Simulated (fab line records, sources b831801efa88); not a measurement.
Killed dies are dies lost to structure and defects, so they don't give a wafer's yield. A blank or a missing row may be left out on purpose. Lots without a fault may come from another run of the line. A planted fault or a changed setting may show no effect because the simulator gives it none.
Which tool did it? | flow sky130 | 14 lots, 42 wafers sampled, at 1 step of a route of 708

WHAT THE GAUGES READ, wafer by wafer
SKY_VIA1_CD_MEAS_12: target cd 150 nm. Usual: cd_nm 151.0 nm, standard deviation 1.8.
lot  | measured     | on        | cd_nm (nm)        | flag
L382 | day 33 22:49 | cd_sem-02 | 151.0 151.1 151.6 |
L389 | day 36 09:44 | cd_sem-02 | 151.2 154.3 152.5 |
L390 | day 36 13:16 | cd_sem-02 | 151.9 151.9 153.0 |
L394 | day 37 20:07 | cd_sem-02 | 150.6 150.1 149.8 |
L395 | day 38 00:29 | cd_sem-01 | 149.7 148.9 151.0 |
L397 | day 38 19:23 | cd_sem-01 | 152.1 150.6 151.5 |
L398 | day 39 05:14 | cd_sem-02 | 153.7 154.4 153.6 |
L399 | day 39 08:38 | cd_sem-02 | 153.3 154.0 153.9 |
L400 | day 39 09:43 | cd_sem-02 | 150.8 153.1 150.4 |
L401 | day 39 21:05 | cd_sem-02 | 150.2 148.4 151.8 |
L402 | day 40 03:41 | cd_sem-02 | 150.5 149.7 152.1 |
L403 | day 40 15:59 | cd_sem-02 | 150.9 151.0 152.7 |
L404 | day 40 18:44 | cd_sem-01 | 151.0 151.1 149.3 |
L405 | day 41 10:04 | cd_sem-02 | 153.8 152.0 154.2 |

WHICH TOOL RAN EACH LOT (tool, then ch and the chambers of the sampled wafers, then the start)
The record holds no process step before these readings.

WHAT THE TOOLS THEMSELVES READ (means of the sampled wafers that have a number; where no wafer has one, the mark that the record gives instead)
The record holds no such reading with a usual standard deviation.

THE ANSWER, worked out from the rows above alone
Rule: a lot is off if the mean of its wafers that have a number lies more than 3 standard deviations from the usual mean. A lot without any number at a reading at which 4 lots or more have one is off too. The other lots that the step has rows for count as sound. The gauges are gone through in route order, then the tools' own readings, and for those a lot's mean is taken as printed above. The first step at which some lot is off is used, and at that step the reading that is off furthest; a lot without a number counts as furthest.
No lot is off at any reading shown: from this, nothing can be told.

WHAT THE SIMULATOR HAD PUT IN
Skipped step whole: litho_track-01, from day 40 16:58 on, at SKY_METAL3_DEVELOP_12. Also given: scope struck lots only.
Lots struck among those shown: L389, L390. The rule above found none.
